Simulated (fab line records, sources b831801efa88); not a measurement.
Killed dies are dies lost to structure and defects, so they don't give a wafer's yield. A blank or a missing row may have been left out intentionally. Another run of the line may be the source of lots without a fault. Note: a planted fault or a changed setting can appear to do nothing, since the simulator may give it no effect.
fab line records ; flow sfq-line
record lots=6; wafers=18; last-day=85
route steps=325 shown M3@124 I3@133
lots untouched by any fault: they come from a run of this same line in which no faults occurred
start-h: the number of hours between the record's first day and the start of the first shown wafer of the lot ; wait-h: hours from the lot's prior step to this one ; " as in the row above ; L1.1+2: one row covering several wafers at once ; - value missing, or start not given ; * or withheld: withheld ; < > ~ a bound
route shown NAME@n: names a module that has steps shown in the file, with the first one's number in the route ; usual: average and standard deviation across the fault-free wafers ; same: alike in all rows ; chamber/n: place in a boat ; sites: each site's reading ; _std_site: standard deviation across them ; _edge_site: outer sites' mean less inner sites' ; radius-mm: how far each site lies from the wafer's centre ; mask NAME#n: copy n ; behind: tool/chamber where the wafer was last shaped ; hold: what put the lot on hold/how long, in hours/how the hold closed ; device: names the non-switching transistor (n, p or np) ; end of line: the tests these same wafers got at the end of their route ; step lacking rows: just its recipe ; killed: count of dies lost to structure and defects at first sort (not the wafer's yield) ; map: dies across one wafer; x = killed, . = not, _ = none there
set.NAME: the setting the step ran with; set.NAME@STEP: the setting that earlier step ran with ; model.NAME: the simulator's own value behind a step, which no gauge read
lots at selected steps of the route; one table per step, one row per wafer
services: a tool's chamber out of use, with start hour (start-h, from the record's first day; less than 0 if before it), hours out, and reason
## steps
# step SFQ_TRILAYER_M3_LITHO_SOFTBAKE_079
# recipe temp-c=withheld; time-s=withheld; resist=KrF
# step SFQ_TRILAYER_M3_LITHO_EXPOSE_076
# recipe mask-id=M3; na=0.6; source-shape=conventional; sigma-outer=0.65; target-cd-nm=500; dose-mj=14.4
# step SFQ_TRILAYER_M3_LITHO_PEB_078
# recipe peb-temp-c=115; peb-time-s=60; resist=KrF
# step SFQ_TRILAYER_M3_LITHO_DEVELOP_077
# recipe time-s=60; resist=KrF
# step SFQ_M3_OVL_MEAS_921
# usual M3_OVL=-1/5.8
lot.wafer;tool;chamber;start-h;wait-h;M3_OVL[nm]
L815.4;overlay-01;-;947.60;0.1;-4
L815.5;overlay-01;-;947.60;0.1;-4
L815.6;overlay-01;-;947.60;0.1;-5
L816.1;overlay-01;-;949.98;0.1;3
L816.3;overlay-01;-;949.98;0.1;-4
L816.5;overlay-01;-;949.98;0.1;-6
L822.2;overlay-02;-;964.39;0.1;-5
L822.3;overlay-02;-;964.39;0.1;3
L822.5;overlay-02;-;964.39;0.1;2
L828.1;overlay-02;-;1019.38;0.1;2
L828.4;overlay-02;-;1019.38;0.1;3
L828.6;overlay-02;-;1019.38;0.1;-3
L831.1;overlay-02;-;1022.98;0.1;7
L831.4;overlay-02;-;1022.98;0.1;0
L831.6;overlay-02;-;1022.98;0.1;-1
L836.4;overlay-01;-;1190.80;0.1;3
L836.5;overlay-01;-;1190.80;0.1;8
L836.6;overlay-01;-;1190.80;0.1;2
# step SFQ_TRILAYER_M3_BARC_OPEN_METAL_ETCH_100
# recipe mask-material=PR; chemistry=O2; target-depth-nm=125; target=BARC; icp-w=600; bias-w=80; pressure-mtorr=10; time-s=41.7
# usual drypump-motor-current-A=5.8/0.38; oes-product-au=0.685/0.0044
lot.wafer;tool;chamber;start-h;wait-h;drypump-motor-current-A;oes-product-au;rf-hours-counter-h
L815.4;rie-metal-02;0;947.64;0.0;5.4;0.682;-
L815.5;rie-metal-02;0;947.64;0.0;5.4;0.678;-
L815.6;rie-metal-02;1;947.64;0.0;6.2;0.678;-
L816.1;rie-metal-04;0;950.02;0.0;5.7;0.682;69
L816.3;rie-metal-04;1;950.02;0.0;5.6;0.684;-
L816.5;rie-metal-04;0;950.02;0.0;5.7;0.679;-
L822.2;rie-metal-04;1;964.42;0.0;5.5;0.685;127
L822.3;rie-metal-04;1;964.42;0.0;5.6;0.694;-
L822.5;rie-metal-04;0;964.42;0.0;5.7;0.683;-
L828.1;rie-metal-02;1;1019.42;0.0;6.2;0.681;44
L828.4;rie-metal-02;0;1019.42;0.0;5.5;0.688;-
L828.6;rie-metal-02;1;1019.42;0.0;6.2;0.680;-
L831.1;rie-metal-04;0;1023.02;0.0;5.7;0.681;84
L831.4;rie-metal-04;1;1023.02;0.0;5.6;0.687;-
L831.6;rie-metal-04;0;1023.02;0.0;5.7;0.685;-
L836.4;rie-metal-03;1;1190.88;0.1;6.5;0.672;-
L836.5;rie-metal-03;1;1190.88;0.1;6.6;0.678;-
L836.6;rie-metal-03;1;1190.88;0.1;6.6;0.686;-
# step SFQ_TRILAYER_M3_ETCH_METAL_ETCH_078
# recipe target=Nb; stop-on=SiO2; mask-material=PR; chemistry=Cl2/Ar; target-depth-nm=240; icp-w=600; bias-w=80; pressure-mtorr=10; time-s=120
# usual drypump-motor-current-A=5.8/0.38; oes-product-au=0.896/0.0079
lot.wafer;tool;chamber;start-h;wait-h;drypump-motor-current-A;oes-product-au;rf-hours-counter-h
L815.4;rie-metal-02;0;947.72;0.1;5.5;0.900;-
L815.5;rie-metal-02;0;947.72;0.1;5.4;0.909;-
L815.6;rie-metal-02;1;947.72;0.1;6.2;0.906;-
L816.1;rie-metal-04;0;950.08;0.0;5.7;0.900;69
L816.3;rie-metal-04;1;950.08;0.0;5.5;0.898;-
L816.5;rie-metal-04;0;950.08;0.0;5.7;0.902;-
L822.2;rie-metal-04;1;964.48;0.0;5.6;0.897;128
L822.3;rie-metal-04;1;964.48;0.0;5.6;0.896;-
L822.5;rie-metal-04;0;964.48;0.0;5.7;0.898;-
L828.1;rie-metal-02;1;1019.48;0.0;6.2;0.892;44
L828.4;rie-metal-02;0;1019.48;0.0;5.4;0.895;-
L828.6;rie-metal-02;1;1019.48;0.0;6.2;0.906;-
L831.1;rie-metal-04;0;1023.08;0.0;5.7;0.903;85
L831.4;rie-metal-04;1;1023.08;0.0;5.5;0.909;-
L831.6;rie-metal-04;0;1023.08;0.0;5.7;0.886;-
L836.4;rie-metal-03;1;1191.06;0.2;6.6;0.887;-
L836.5;rie-metal-03;1;1191.06;0.2;6.5;0.886;-
L836.6;rie-metal-03;1;1191.06;0.2;6.5;0.891;-
# step SFQ_TRILAYER_M3_STRIP_STRIP_079
# recipe gas=O2; power-w=200; platen-temp-c=40; overash-fraction=0.65; chemistry=O2; pressure-mtorr=50
# usual drypump-motor-current-A=5.8/0.38; oes-product-au=1.003/0.013
lot.wafer;tool;chamber;start-h;wait-h;drypump-motor-current-A;oes-product-au;rf-hours-counter-h
L815.4;rie-metal-02;0;948.00;0.2;5.4;1.000;-
L815.5;rie-metal-02;0;948.00;0.2;5.4;1.005;-
L815.6;rie-metal-02;1;948.00;0.2;6.2;1.017;-
L816.1;rie-metal-04;0;950.20;0.1;5.7;0.991;69
L816.3;rie-metal-04;1;950.20;0.1;5.5;0.988;-
L816.5;rie-metal-04;0;950.20;0.1;5.7;0.974;-
L822.2;rie-metal-04;1;964.60;0.1;5.6;0.984;128
L822.3;rie-metal-04;1;964.60;0.1;5.6;0.989;-
L822.5;rie-metal-04;0;964.60;0.1;5.7;0.988;-
L828.1;rie-metal-02;1;1019.60;0.1;6.2;1.014;44
L828.4;rie-metal-02;0;1019.60;0.1;5.4;1.011;-
L828.6;rie-metal-02;1;1019.60;0.1;6.2;1.010;-
L831.1;rie-metal-04;0;1023.20;0.1;5.7;0.980;85
L831.4;rie-metal-04;1;1023.20;0.1;5.6;1.007;-
L831.6;rie-metal-04;0;1023.20;0.1;5.7;0.985;-
L836.4;rie-metal-03;1;1191.79;0.7;6.5;1.002;-
L836.5;rie-metal-03;1;1191.79;0.7;6.5;1.007;-
L836.6;rie-metal-03;1;1191.79;0.7;6.6;1.008;-
# step SFQ_TRILAYER_M3_STRIP_SOLV_CLEAN_080
# recipe chemistry=NMP; temp-c=70; time-s=600
# step SFQ_TRILAYER_I3_DEP_PECVD_081
# recipe material=SiO2; temp-c=150; time-s=111.11; pressure-torr=2.4; rf-w=183.3; precursor=SiH4/N2O; target-thk-nm=500
# usual heater-power-w=84/20; showerhead-vpp-V=853/37; throttle-valve-pct=23.9/1.4
lot.wafer;tool;chamber;start-h;wait-h;heater-power-w;showerhead-vpp-V;throttle-valve-pct
L815.4;pecvd-01;2;948.63;0.0;85;846;22.7
L815.5;pecvd-01;0;948.63;0.0;53;861;21.7
L815.6;pecvd-01;1;948.63;0.0;119;809;23.7
L816.1;pecvd-03;0;951.15;0.0;111;855;23.7
L816.3;pecvd-03;2;951.15;0.0;71;813;23.3
L816.5;pecvd-03;1;951.15;0.0;51;895;22.9
L822.2;pecvd-04;1;965.38;0.0;81;919;27.0
L822.3;pecvd-04;2;965.38;0.0;98;817;24.0
L822.5;pecvd-04;1;965.38;0.0;80;932;26.9
L828.1;pecvd-01;2;1020.39;0.0;83;854;23.2
L828.4;pecvd-01;2;1020.39;0.0;89;829;23.1
L828.6;pecvd-01;1;1020.39;0.0;118;806;23.5
L831.1;pecvd-01;1;1023.98;0.0;116;806;23.7
L831.4;pecvd-01;1;1023.98;0.0;99;808;23.7
L831.6;pecvd-01;0;1023.98;0.0;58;876;22.0
L836.4;pecvd-01;2;1192.78;0.0;101;859;24.0
L836.5;pecvd-01;1;1192.78;0.0;112;821;23.9
L836.6;pecvd-01;0;1192.78;0.0;47;884;22.7
# step SFQ_TRILAYER_I3_CMP_CMP_082
# recipe material=SiO2; down-force-psi=3; platen-rpm=60; pad-velocity-m-s=0.94248
# usual motor-current-A=10.0/0.58; time-to-endpoint-s=216/11
lot.wafer;tool;chamber;start-h;wait-h;motor-current-A;time-to-endpoint-s
L815.4;cmp-02;0;951.47;2.8;9.4;205
L815.5;cmp-02;1;951.47;2.8;9.9;200
L815.6;cmp-02;2;951.47;2.8;10.7;218
L816.3;cmp-01;0;955.88;4.7;10.4;229
L816.1;cmp-01;2;956.88;5.7;10.0;221
L816.5;cmp-01;3;956.88;5.7;9.6;222
L822.2;cmp-01;0;973.38;8.0;11.4;222
L822.3;cmp-01;3;974.88;9.5;9.8;206
L822.5;cmp-01;1;975.88;10.4;9.7;242
L828.4;cmp-02;0;1028.76;8.3;8.7;223
L828.1;cmp-02;1;1028.76;8.3;9.9;211
L828.6;cmp-02;2;1028.76;8.3;10.5;232
L831.1;cmp-02;2;1033.76;9.7;11.1;218
L831.4;cmp-02;0;1034.76;10.7;9.8;222
L831.6;cmp-02;3;1036.26;12.2;9.3;213
L836.4;cmp-02;2;1197.42;4.6;10.2;216
L836.5;cmp-02;2;1199.42;6.6;10.7;218
L836.6;cmp-02;3;1199.42;6.6;9.7;203
# step SFQ_I3_BOW_MEAS_922
# recipe mode=bow
# usual I3_BOW=0/7.7
lot.wafer;tool;chamber;start-h;wait-h;I3_BOW[um]
L815.4;film-metro-03;-;953.03;1.1;-7
L815.5;film-metro-03;-;953.03;1.1;-9
L815.6;film-metro-03;-;953.03;1.1;-9
L816.1;film-metro-01;-;958.38;1.0;-2
L816.3;film-metro-01;-;958.38;1.0;11
L816.5;film-metro-01;-;958.38;1.0;-9
L822.2;film-metro-03;-;976.40;2.5;4
L822.3;film-metro-03;-;976.40;2.5;0
L822.5;film-metro-03;-;976.40;2.5;-3
L828.1;film-metro-03;-;1030.76;1.0;3
L828.4;film-metro-03;-;1030.76;1.0;4
L828.6;film-metro-03;-;1030.76;1.0;10
L831.1;film-metro-04;-;1036.76;2.5;6
L831.4;film-metro-04;-;1036.76;2.5;16
L831.6;film-metro-04;-;1036.76;2.5;1
L836.4;film-metro-01;-;1200.48;2.6;1
L836.5;film-metro-01;-;1200.48;2.6;-10
L836.6;film-metro-01;-;1200.48;2.6;-4
# step SFQ_TRILAYER_I3_METRO_MEASURE_083
# usual thk-nm=200.2/1.3
lot.wafer;tool;chamber;start-h;wait-h;thk-nm
L815.4;film-metro-03;-;953.69;0.6;200.4
L815.5;film-metro-03;-;953.69;0.6;199.0
L815.6;film-metro-03;-;953.69;0.6;201.0
L816.1;film-metro-01;-;958.50;0.1;200.4
L816.3;film-metro-01;-;958.50;0.1;200.4
L816.5;film-metro-01;-;958.50;0.1;199.6
L822.2;film-metro-03;-;976.70;0.3;202.4
L822.3;film-metro-03;-;976.70;0.3;202.1
L822.5;film-metro-03;-;976.70;0.3;205.6
L822.2;film-metro-03;-;978.06;1.2;202.4
L822.3;film-metro-03;-;978.06;1.2;202.1
L822.5;film-metro-03;-;978.06;1.2;205.6
L828.1;film-metro-03;-;1030.88;0.1;203.7
L828.4;film-metro-03;-;1030.88;0.1;204.8
L828.6;film-metro-03;-;1030.88;0.1;205.9
L828.1;film-metro-03;-;1032.25;1.2;203.7
L828.4;film-metro-03;-;1032.25;1.2;204.9
L828.6;film-metro-03;-;1032.25;1.2;205.9
L831.1;film-metro-04;-;1036.88;0.1;202.1
L831.4;film-metro-04;-;1036.88;0.1;201.7
L831.6;film-metro-04;-;1036.88;0.1;200.1
L836.4;film-metro-01;-;1201.14;0.6;201.2
L836.5;film-metro-01;-;1201.14;0.6;201.4
L836.6;film-metro-01;-;1201.14;0.6;198.9
# step SFQ_TRILAYER_I3_VIA_LITHO_COAT_090
# recipe resist=BARC; spin-rpm=3000; resist-thk-nm=62
## services
tool;chamber;start-h;hours;kind
pecvd-01;-;933.25;14.0;pm
pecvd-01;-;950.24;2.8;pm
film-metro-03;-;957.12;0.1;pm
film-metro-01;-;969.36;1.8;pm
rie-metal-03;0;985.05;1.3;repair
film-metro-01;-;986.70;0.2;pm
rie-metal-04;-;991.43;1.4;pm
film-metro-03;-;1035.76;1.6;pm
cmp-02;-;1059.85;2.7;repair
cmp-01;-;1072.96;3.1;repair
film-metro-01;-;1076.23;0.3;pm
film-metro-01;-;1082.85;9.3;repair
cmp-02;-;1090.80;4.9;pm
cmp-02;-;1095.68;4.0;pm
rie-metal-04;-;1098.12;1.1;repair
rie-metal-04;-;1112.83;39.6;repair
cmp-01;-;1118.63;1.6;repair
rie-metal-02;0;1119.61;12.4;repair
cmp-01;-;1123.60;4.9;pm
cmp-02;-;1137.66;2.8;repair
cmp-01;-;1143.46;3.3;pm
film-metro-03;-;1148.53;2.0;pm
film-metro-03;-;1150.54;0.5;pm
film-metro-03;-;1200.49;2.2;pm
## key
first-sign step=SFQ_TRILAYER_I3_METRO_MEASURE_083; reading=visit; direction=added
effect step=SFQ_TRILAYER_I3_METRO_MEASURE_083; reading=thk-nm; direction=up; sigmas=3; usual=200.2; struck=204.1
met-at SFQ_TRILAYER_I3_METRO_MEASURE_083
struck-wafers L822.2,L822.3,L822.5,L828.1,L828.4,L828.6
onset-between 953.69 976.70
fault kind=metrology-matching-offset; tool=film-metro-03; chamber=-; onset-h=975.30; steps=SFQ_TRILAYER_I3_METRO_MEASURE_083; param=thk-nm; offset=3.058
